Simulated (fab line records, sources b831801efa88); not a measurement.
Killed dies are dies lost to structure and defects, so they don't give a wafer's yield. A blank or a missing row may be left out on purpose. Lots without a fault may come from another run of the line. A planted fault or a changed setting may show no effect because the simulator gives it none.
Which tool did it? | flow sky130 | 24 lots, 72 wafers sampled, at 6 steps of a route of 708

WHAT THE GAUGES READ, wafer by wafer
The record holds no reading of a measuring or inspecting step that can be judged against a usual standard deviation.

WHICH TOOL RAN EACH LOT (tool, then ch and the chambers of the sampled wafers, then the start)
lot  | SKY_LI_CONTACT_SPUTTER_19    | SKY_LOCAL_INTERCONNECT_ETCH_13    | SKY_METAL1_STRIP_20                  | SKY_METAL2_STRIP_20                  | SKY_VIA2_SPUTTER_20          | SKY_VIA3_SPUTTER_20
L074 | pvd_sputter-03, day 29 12:27 | rie_metal-04 ch 0,1, day 30 17:52 | plasma_asher-03 ch 0, day 33 02:51   | plasma_asher-01 ch 0,1, day 35 10:45 | pvd_sputter-04, day 36 14:20 | pvd_sputter-02, day 39 22:45
L075 | pvd_sputter-01, day 29 14:10 | rie_metal-04 ch 0,1, day 30 19:28 | plasma_asher-04 ch 0,1, day 33 04:25 | plasma_asher-02 ch 0,1, day 35 12:12 | pvd_sputter-04, day 36 17:07 | pvd_sputter-04, day 40 01:49
L076 | pvd_sputter-03, day 29 17:07 | rie_metal-02 ch 0,1, day 30 22:04 | plasma_asher-03 ch 0,1, day 33 07:48 | plasma_asher-02 ch 0,1, day 35 15:04 | pvd_sputter-04, day 36 19:28 | pvd_sputter-01, day 40 04:34
L077 | pvd_sputter-01, day 30 03:58 | rie_metal-02 ch 0,1, day 31 09:15 | plasma_asher-03 ch 0,1, day 33 19:25 | plasma_asher-04 ch 0,1, day 36 02:36 | pvd_sputter-03, day 37 07:09 | pvd_sputter-02, day 40 13:53
L078 | pvd_sputter-01, day 30 10:38 | rie_metal-01 ch 0,1, day 31 15:26 | plasma_asher-03 ch 0,1, day 34 01:55 | plasma_asher-04 ch 0,1, day 36 10:26 | pvd_sputter-04, day 37 14:44 | pvd_sputter-04, day 40 20:46
L079 | pvd_sputter-03, day 30 21:22 | rie_metal-02 ch 0,1, day 32 01:32 | plasma_asher-03 ch 0,1, day 34 09:23 | plasma_asher-02 ch 0,1, day 36 17:11 | pvd_sputter-01, day 37 21:21 | pvd_sputter-02, day 41 04:43
L080 | pvd_sputter-01, day 31 00:59 | rie_metal-04 ch 0,1, day 32 05:37 | plasma_asher-04 ch 0,1, day 34 15:06 | plasma_asher-01 ch 0,1, day 36 22:19 | pvd_sputter-04, day 38 02:32 | pvd_sputter-01, day 41 08:40
L081 | pvd_sputter-01, day 31 13:32 | rie_metal-02 ch 1, day 32 17:20   | plasma_asher-01 ch 1, day 35 01:20   | plasma_asher-02 ch 0,1, day 37 09:21 | pvd_sputter-01, day 38 13:09 | pvd_sputter-01, day 41 17:06
L082 | pvd_sputter-01, day 31 22:35 | rie_metal-04 ch 0, day 33 02:10   | plasma_asher-04 ch 0,1, day 35 09:35 | plasma_asher-02 ch 0,1, day 37 17:15 | pvd_sputter-03, day 38 20:21 | pvd_sputter-01, day 42 01:32
L083 | pvd_sputter-03, day 32 10:44 | rie_metal-02 ch 0,1, day 33 15:25 | plasma_asher-01 ch 0,1, day 35 23:23 | plasma_asher-04 ch 0,1, day 38 07:02 | pvd_sputter-03, day 39 09:11 | pvd_sputter-02, day 42 13:46
L084 | pvd_sputter-01, day 32 11:32 | rie_metal-01 ch 0,1, day 33 15:44 | plasma_asher-03 ch 0,1, day 35 23:52 | plasma_asher-02 ch 0,1, day 38 07:10 | pvd_sputter-03, day 39 09:16 | pvd_sputter-01, day 42 13:51
L085 | pvd_sputter-03, day 32 21:49 | rie_metal-01 ch 0,1, day 34 02:48 | plasma_asher-03 ch 0,1, day 36 10:41 | plasma_asher-04 ch 0,1, day 38 17:22 | pvd_sputter-01, day 39 20:17 | pvd_sputter-04, day 43 01:06
L086 | pvd_sputter-01, day 33 04:56 | rie_metal-04 ch 0,1, day 34 07:52 | plasma_asher-03 ch 0,1, day 36 16:15 | plasma_asher-02 ch 0,1, day 38 22:39 | pvd_sputter-03, day 40 00:55 | pvd_sputter-04, day 43 02:58
L087 | pvd_sputter-03, day 34 14:05 | rie_metal-02 ch 0,1, day 35 17:25 | plasma_asher-04 ch 0,1, day 38 00:27 | plasma_asher-02 ch 0,1, day 40 05:34 | pvd_sputter-03, day 41 07:59 | pvd_sputter-02, day 44 10:16
L088 | pvd_sputter-02, day 34 14:41 | rie_metal-01 ch 0,1, day 35 17:46 | plasma_asher-01 ch 0,1, day 38 01:42 | plasma_asher-04 ch 0,1, day 40 06:43 | pvd_sputter-01, day 41 09:02 | pvd_sputter-04, day 44 11:44
L089 | pvd_sputter-01, day 34 15:02 | rie_metal-04 ch 0,1, day 35 17:56 | plasma_asher-03 ch 0,1, day 38 01:48 | plasma_asher-01 ch 0,1, day 40 07:04 | pvd_sputter-03, day 41 09:28 | pvd_sputter-01, day 44 11:55
L090 | pvd_sputter-03, day 34 15:59 | rie_metal-02 ch 0,1, day 35 19:14 | plasma_asher-01 ch 0,1, day 38 02:39 | plasma_asher-02 ch 0,1, day 40 07:18 | pvd_sputter-01, day 41 09:43 | pvd_sputter-04, day 44 12:50
L091 | pvd_sputter-02, day 34 17:32 | rie_metal-01 ch 0, day 35 20:49   | plasma_asher-04 ch 0,1, day 38 03:21 | plasma_asher-04 ch 1, day 40 07:39   | pvd_sputter-03, day 41 10:08 | pvd_sputter-01, day 44 13:11
L092 | pvd_sputter-03, day 34 19:17 | rie_metal-04 ch 0,1, day 35 21:37 | plasma_asher-04 ch 0,1, day 38 05:34 | plasma_asher-02 ch 0,1, day 40 10:25 | pvd_sputter-01, day 41 13:00 | pvd_sputter-02, day 44 14:36
L093 | pvd_sputter-01, day 34 21:23 | rie_metal-02 ch 0,1, day 36 00:37 | plasma_asher-01 ch 0,1, day 38 08:42 | plasma_asher-02 ch 0,1, day 40 13:21 | pvd_sputter-04, day 41 15:34 | pvd_sputter-04, day 44 17:49
L094 | pvd_sputter-01, day 35 08:29 | rie_metal-02 ch 0,1, day 36 11:22 | plasma_asher-04 ch 0,1, day 38 18:31 | plasma_asher-04 ch 0,1, day 40 22:58 | pvd_sputter-04, day 42 00:41 | pvd_sputter-04, day 45 02:13
L095 | pvd_sputter-03, day 35 21:25 | rie_metal-04 ch 0,1, day 37 00:22 | plasma_asher-04 ch 0,1, day 39 06:12 | plasma_asher-01 ch 0,1, day 41 11:07 | pvd_sputter-04, day 42 13:25 | pvd_sputter-04, day 45 13:17
L096 | pvd_sputter-03, day 36 09:26 | rie_metal-01 ch 0,1, day 37 12:58 | plasma_asher-01 ch 0,1, day 39 17:21 | plasma_asher-04 ch 0,1, day 41 20:06 | pvd_sputter-01, day 42 21:34 | pvd_sputter-04, day 45 21:53
L097 | pvd_sputter-02, day 36 10:34 | rie_metal-02 ch 1, day 37 13:37   | plasma_asher-03 ch 0,1, day 39 18:19 | plasma_asher-04 ch 0, day 41 21:32   | pvd_sputter-04, day 42 23:31 | pvd_sputter-01, day 45 21:47
- SKY_LI_CONTACT_SPUTTER_19: material Ti, target thk 20 nm, time 106.37 s.
- SKY_LOCAL_INTERCONNECT_ETCH_13: etches BARC in N2/H2, stops on SiO2, time 45.9 s, target depth 60 nm.
- SKY_METAL1_STRIP_20: strips in O2/N2.
- SKY_METAL2_STRIP_20: strips in O2/N2.
- SKY_VIA2_SPUTTER_20: material TiN, target thk 20 nm, time 80 s.
- SKY_VIA3_SPUTTER_20: material TiN, target thk 20 nm, time 80 s.

WHAT THE TOOLS THEMSELVES READ (means of the sampled wafers that have a number; where no wafer has one, the mark that the record gives instead)
SKY_LI_CONTACT_SPUTTER_19.
lot  | tool           | throttle_valve_pct (%)
L074 | pvd_sputter-03 | 30.4
L075 | pvd_sputter-01 | 29.7
L076 | pvd_sputter-03 | 30.3
L077 | pvd_sputter-01 | 30.0
L078 | pvd_sputter-01 | 30.3
L079 | pvd_sputter-03 | 30.3
L080 | pvd_sputter-01 | 29.8
L081 | pvd_sputter-01 | 30.1
L082 | pvd_sputter-01 | 29.8
L083 | pvd_sputter-03 | 30.4
L084 | pvd_sputter-01 | 30.2
L085 | pvd_sputter-03 | 30.4
L086 | pvd_sputter-01 | 29.7
L087 | pvd_sputter-03 | 30.4
L088 | pvd_sputter-02 | 29.4
L089 | pvd_sputter-01 | 30.2
L090 | pvd_sputter-03 | 30.4
L091 | pvd_sputter-02 | 29.3
L092 | pvd_sputter-03 | 30.3
L093 | pvd_sputter-01 | 30.1
L094 | pvd_sputter-01 | 30.2
L095 | pvd_sputter-03 | 30.5
L096 | pvd_sputter-03 | 30.3
L097 | pvd_sputter-02 | 29.0

SKY_LOCAL_INTERCONNECT_ETCH_13.
lot  | tool         | drypump_motor_current_A (A) | h2_flow_sccm (sccm) | oes_product_au (a.u.) | throttle_valve_pct (%)
L074 | rie_metal-04 | 6.1                         | 199.8               | 0.860                 | 13.233
L075 | rie_metal-04 | 6.3                         | 200.4               | 0.857                 | 13.226
L076 | rie_metal-02 | 6.0                         | 200.4               | 0.849                 | 13.219
L077 | rie_metal-02 | 5.8                         | 200.0               | 0.856                 | 13.226
L078 | rie_metal-01 | 6.3                         | 200.3               | 0.859                 | 13.222
L079 | rie_metal-02 | 6.0                         | 200.6               | 0.854                 | 13.221
L080 | rie_metal-04 | 6.0                         | 199.2               | 0.851                 | 13.222
L081 | rie_metal-02 | 5.6                         | 199.7               | 0.855                 | 13.231
L082 | rie_metal-04 | 5.8                         | 199.5               | 0.860                 | 13.224
L083 | rie_metal-02 | 6.0                         | 200.1               | 0.853                 | 13.221
L084 | rie_metal-01 | 6.3                         | 200.6               | 0.857                 | 13.224
L085 | rie_metal-01 | 6.3                         | 199.4               | 0.851                 | 13.227
L086 | rie_metal-04 | 6.3                         | 199.7               | 0.854                 | 13.232
L087 | rie_metal-02 | 5.7                         | 199.9               | 0.852                 | 13.234
L088 | rie_metal-01 | 6.3                         | 200.4               | 0.853                 | 13.231
L089 | rie_metal-04 | 6.1                         | 200.3               | 0.857                 | 13.222
L090 | rie_metal-02 | 6.0                         | 199.8               | 0.855                 | 13.229
L091 | rie_metal-01 | 6.4                         | 199.6               | 0.850                 | 13.227
L092 | rie_metal-04 | 6.3                         | 199.4               | 0.857                 | 13.224
L093 | rie_metal-02 | 6.0                         | 200.0               | 0.855                 | 13.229
L094 | rie_metal-02 | 6.0                         | 200.0               | 0.853                 | 13.222
L095 | rie_metal-04 | 6.1                         | 200.0               | 0.854                 | 13.228
L096 | rie_metal-01 | 6.3                         | 199.3               | 0.855                 | 13.217
L097 | rie_metal-02 | 5.5                         | 198.8               | 0.853                 | 13.228

SKY_METAL1_STRIP_20.
lot  | tool            | drypump_motor_current_A (A) | oes_product_au (a.u.) | strip_time_to_endpoint_s (s)
L074 | plasma_asher-03 | 5.2                         | 0.341                 | 2.67
L075 | plasma_asher-04 | 5.8                         | 0.347                 | 2.71
L076 | plasma_asher-03 | 5.6                         | 0.346                 | 2.70
L077 | plasma_asher-03 | 5.9                         | 0.342                 | 2.68
L078 | plasma_asher-03 | 5.9                         | 0.344                 | 2.71
L079 | plasma_asher-03 | 5.6                         | 0.343                 | 2.70
L080 | plasma_asher-04 | 5.8                         | 0.342                 | 2.71
L081 | plasma_asher-01 | 5.2                         | 0.342                 | 2.68
L082 | plasma_asher-04 | 5.8                         | 0.343                 | 2.66
L083 | plasma_asher-01 | 5.5                         | 0.342                 | 2.70
L084 | plasma_asher-03 | 5.6                         | 0.345                 | 2.68
L085 | plasma_asher-03 | 5.6                         | 0.346                 | 2.80
L086 | plasma_asher-03 | 5.9                         | 0.342                 | 2.70
L087 | plasma_asher-04 | 5.9                         | 0.336                 | 2.72
L088 | plasma_asher-01 | 5.6                         | 0.347                 | 2.74
L089 | plasma_asher-03 | 5.9                         | 0.349                 | 2.72
L090 | plasma_asher-01 | 5.8                         | 0.344                 | 2.73
L091 | plasma_asher-04 | 5.8                         | 0.346                 | 2.69
L092 | plasma_asher-04 | 5.8                         | 0.341                 | 2.68
L093 | plasma_asher-01 | 5.5                         | 0.338                 | 2.67
L094 | plasma_asher-04 | 5.8                         | 0.342                 | 2.73
L095 | plasma_asher-04 | 5.8                         | 0.336                 | 2.64
L096 | plasma_asher-01 | 5.5                         | 0.345                 | 2.69
L097 | plasma_asher-03 | 5.6                         | 0.343                 | 2.72

SKY_METAL2_STRIP_20.
lot  | tool            | drypump_motor_current_A (A) | oes_product_au (a.u.) | strip_time_to_endpoint_s (s)
L074 | plasma_asher-01 | 5.6                         | 0.347                 | 2.69
L075 | plasma_asher-02 | 5.5                         | 0.345                 | 2.65
L076 | plasma_asher-02 | 6.0                         | 0.343                 | 2.68
L077 | plasma_asher-04 | 5.8                         | 0.339                 | 2.68
L078 | plasma_asher-04 | 5.8                         | 0.340                 | 2.70
L079 | plasma_asher-02 | 6.0                         | 0.345                 | 2.77
L080 | plasma_asher-01 | 5.5                         | 0.346                 | 2.73
L081 | plasma_asher-02 | 5.5                         | 0.344                 | 2.76
L082 | plasma_asher-02 | 5.5                         | 0.344                 | 2.73
L083 | plasma_asher-04 | 5.8                         | 0.340                 | 2.67
L084 | plasma_asher-02 | 6.0                         | 0.341                 | 2.67
L085 | plasma_asher-04 | 5.9                         | 0.344                 | 2.66
L086 | plasma_asher-02 | 5.5                         | 0.341                 | 2.71
L087 | plasma_asher-02 | 5.5                         | 0.346                 | 2.70
L088 | plasma_asher-04 | 5.8                         | 0.340                 | 2.70
L089 | plasma_asher-01 | 5.5                         | 0.343                 | 2.70
L090 | plasma_asher-02 | 5.9                         | 0.345                 | 2.70
L091 | plasma_asher-04 | 5.7                         | 0.344                 | 2.71
L092 | plasma_asher-02 | 5.5                         | 0.347                 | 2.69
L093 | plasma_asher-02 | 6.0                         | 0.343                 | 2.70
L094 | plasma_asher-04 | 5.8                         | 0.340                 | 2.64
L095 | plasma_asher-01 | 5.8                         | 0.341                 | 2.67
L096 | plasma_asher-04 | 5.8                         | 0.344                 | 2.66
L097 | plasma_asher-04 | 6.0                         | 0.341                 | 2.71

SKY_VIA2_SPUTTER_20.
lot  | tool           | throttle_valve_pct (%)
L074 | pvd_sputter-04 | 30.6
L075 | pvd_sputter-04 | 30.4
L076 | pvd_sputter-04 | 29.5
L077 | pvd_sputter-03 | 30.2
L078 | pvd_sputter-04 | 30.2
L079 | pvd_sputter-01 | 29.9
L080 | pvd_sputter-04 | 30.0
L081 | pvd_sputter-01 | 29.8
L082 | pvd_sputter-03 | 30.4
L083 | pvd_sputter-03 | 30.3
L084 | pvd_sputter-03 | 30.5
L085 | pvd_sputter-01 | 30.2
L086 | pvd_sputter-03 | 30.5
L087 | pvd_sputter-03 | 30.2
L088 | pvd_sputter-01 | 30.0
L089 | pvd_sputter-03 | 30.4
L090 | pvd_sputter-01 | 29.8
L091 | pvd_sputter-03 | 30.3
L092 | pvd_sputter-01 | 30.4
L093 | pvd_sputter-04 | 29.6
L094 | pvd_sputter-04 | 30.1
L095 | pvd_sputter-04 | 30.7
L096 | pvd_sputter-01 | 30.3
L097 | pvd_sputter-04 | 29.1

SKY_VIA3_SPUTTER_20.
lot  | tool           | throttle_valve_pct (%)
L074 | pvd_sputter-02 | 29.5
L075 | pvd_sputter-04 | 30.5
L076 | pvd_sputter-01 | 30.1
L077 | pvd_sputter-02 | 29.1
L078 | pvd_sputter-04 | 30.5
L079 | pvd_sputter-02 | 29.6
L080 | pvd_sputter-01 | 30.6
L081 | pvd_sputter-01 | 29.8
L082 | pvd_sputter-01 | 30.0
L083 | pvd_sputter-02 | 29.0
L084 | pvd_sputter-01 | 29.7
L085 | pvd_sputter-04 | 28.2
L086 | pvd_sputter-04 | 30.3
L087 | pvd_sputter-02 | 29.1
L088 | pvd_sputter-04 | 30.4
L089 | pvd_sputter-01 | 30.2
L090 | pvd_sputter-04 | 28.8
L091 | pvd_sputter-01 | 30.7
L092 | pvd_sputter-02 | 30.1
L093 | pvd_sputter-04 | 30.1
L094 | pvd_sputter-04 | 29.3
L095 | pvd_sputter-04 | 29.3
L096 | pvd_sputter-04 | 29.6
L097 | pvd_sputter-01 | 30.3

THE ANSWER, worked out from the rows above alone
Rule: what is usual is taken from the lots themselves. Put in order of their means at a reading, lots are off if they are a third of the lots or fewer, leave a main group of 4 or more, and stand apart from it by a gap of 3 or more times the standard deviation of the main group's means; of several such gaps the widest counts. A main group whose means are all the same, to the digits that the tables above print for the reading, isn't used. A lot without any number at a reading at which 4 lots or more have one is off too. The other lots that the step has rows for count as sound. The gauges are gone through in route order, then the tools' own readings, and for those a lot's mean is taken as printed above. The first step at which some lot is off is used, and at that step the reading that is off furthest; a lot without a number counts as furthest.
No lot is off at any reading shown: from this, nothing can be told.

WHAT THE SIMULATOR HAD PUT IN
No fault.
